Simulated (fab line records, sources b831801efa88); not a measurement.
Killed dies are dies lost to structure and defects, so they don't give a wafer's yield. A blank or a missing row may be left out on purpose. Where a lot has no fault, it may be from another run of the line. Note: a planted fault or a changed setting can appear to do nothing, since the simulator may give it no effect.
Which tool is to blame? || flow sky130 || 11 lots with 33 wafers sampled at 3 steps, on a route of 708 steps

## WHAT THE GAUGES SHOWED, per wafer
SKY_METAL5_RS_MEAS_05: the measuring method here is four-point-probe.
{"lot": "L388", "measured": "day 43 18:23", "on": "film metro-01", "METAL5_ALCU_RS (ohm/sq)": "0.0265 0.0267 0.0268"}
{"lot": "L387", "measured": "day 43 20:23", "on": "film metro-01", "METAL5_ALCU_RS (ohm/sq)": "0.0266 0.0264 0.0265"}
{"lot": "L395", "measured": "day 44 23:11", "on": "film metro-01", "METAL5_ALCU_RS (ohm/sq)": "0.0272 0.0271 0.0271"}
{"lot": "L397", "measured": "day 45 03:10", "on": "film metro-03", "METAL5_ALCU_RS (ohm/sq)": "0.0272 0.0269 0.0268"}
{"lot": "L402", "measured": "day 49 00:08", "on": "film metro-01", "METAL5_ALCU_RS (ohm/sq)": "0.0263 0.0265 0.0265"}
{"lot": "L406", "measured": "day 49 01:00", "on": "film metro-03", "METAL5_ALCU_RS (ohm/sq)": "0.0272 0.0269 0.0272"}
{"lot": "L404", "measured": "day 49 05:36", "on": "film metro-01", "METAL5_ALCU_RS (ohm/sq)": "0.0267 0.0268 0.0267"}
{"lot": "L403", "measured": "day 49 05:50", "on": "film metro-03", "METAL5_ALCU_RS (ohm/sq)": "0.0270 0.0270 0.0269"}
{"lot": "L409", "measured": "day 49 10:16", "on": "film metro-03", "METAL5_ALCU_RS (ohm/sq)": "0.0268 0.0267 0.0268"}
{"lot": "L410", "measured": "day 49 10:29", "on": "film metro-01", "METAL5_ALCU_RS (ohm/sq)": "0.0274 0.0278 0.0276"}
{"lot": "L405", "measured": "day 49 12:26", "on": "film metro-01", "METAL5_ALCU_RS (ohm/sq)": "0.0267 0.0271 0.0267"}

## WHICH TOOL RAN EACH LOT (tool, then ch and the chambers of the sampled wafers, then the start)
{"lot": "L388", "SKY_VIA2_CMP_02": "cmp-01 ch 0,1,2, day 36 05:55", "SKY_METAL4_STRIP_19": "plasma asher-03 ch 0,1, day 42 16:10"}
{"lot": "L387", "SKY_VIA2_CMP_02": "cmp-01 ch 0,1,2, day 36 07:22", "SKY_METAL4_STRIP_19": "plasma asher-01 ch 0,1, day 42 18:16"}
{"lot": "L395", "SKY_VIA2_CMP_02": "cmp-01 ch 0,1,2, day 37 16:22", "SKY_METAL4_STRIP_19": "plasma asher-04 ch 0,1, day 43 21:25"}
{"lot": "L397", "SKY_VIA2_CMP_02": "cmp-01 ch 1,2, day 37 22:46", "SKY_METAL4_STRIP_19": "plasma asher-03 ch 0,1, day 44 02:21"}
{"lot": "L402", "SKY_VIA2_CMP_02": "cmp-01 ch 0,2, day 42 11:00", "SKY_METAL4_STRIP_19": "plasma asher-04 ch 0, day 48 02:28"}
{"lot": "L406", "SKY_VIA2_CMP_02": "cmp-01 ch 1,2,3, day 42 12:28", "SKY_METAL4_STRIP_19": "plasma asher-01 ch 0,1, day 48 03:45"}
{"lot": "L404", "SKY_VIA2_CMP_02": "cmp-01 ch 0,1, day 42 14:54", "SKY_METAL4_STRIP_19": "plasma asher-01 ch 0,1, day 48 09:39"}
{"lot": "L403", "SKY_VIA2_CMP_02": "cmp-01 ch 0,1, day 42 16:36", "SKY_METAL4_STRIP_19": "plasma asher-04 ch 0,1, day 48 09:46"}
{"lot": "L409", "SKY_VIA2_CMP_02": "cmp-02 ch 0,2,3, day 42 18:00", "SKY_METAL4_STRIP_19": "plasma asher-01 ch 0,1, day 48 13:01"}
{"lot": "L410", "SKY_VIA2_CMP_02": "cmp-01 ch 0,1,2, day 42 18:00", "SKY_METAL4_STRIP_19": "plasma asher-04 ch 0,1, day 48 13:43"}
{"lot": "L405", "SKY_VIA2_CMP_02": "cmp-02 ch 1,2, day 42 20:14", "SKY_METAL4_STRIP_19": "plasma asher-03 ch 0,1, day 48 15:10"}
- SKY_VIA2_CMP_02: polishes SiO2.
- SKY_METAL4_STRIP_19: strips in O2/N2.

## THE ANSWER, worked out from the rows above alone
Rule: what is usual is taken from the lots themselves. Put in order of their means at a reading, lots are off if they are a third of the lots or fewer, leave a main group of 4 or more, and stand apart from it by a gap of 3 or more times the standard deviation of the main group's means; of several such gaps the widest counts. Not used: any main group whose means are identical at the precision the tables above print for the reading. A lot without any number at a reading at which 4 lots or more have one is off too. Any other lot the step has rows for is counted as sound.
Across all readings shown, no lot is off: no conclusion can be drawn from this.

## WHAT THE SIMULATOR HAD INSERTED
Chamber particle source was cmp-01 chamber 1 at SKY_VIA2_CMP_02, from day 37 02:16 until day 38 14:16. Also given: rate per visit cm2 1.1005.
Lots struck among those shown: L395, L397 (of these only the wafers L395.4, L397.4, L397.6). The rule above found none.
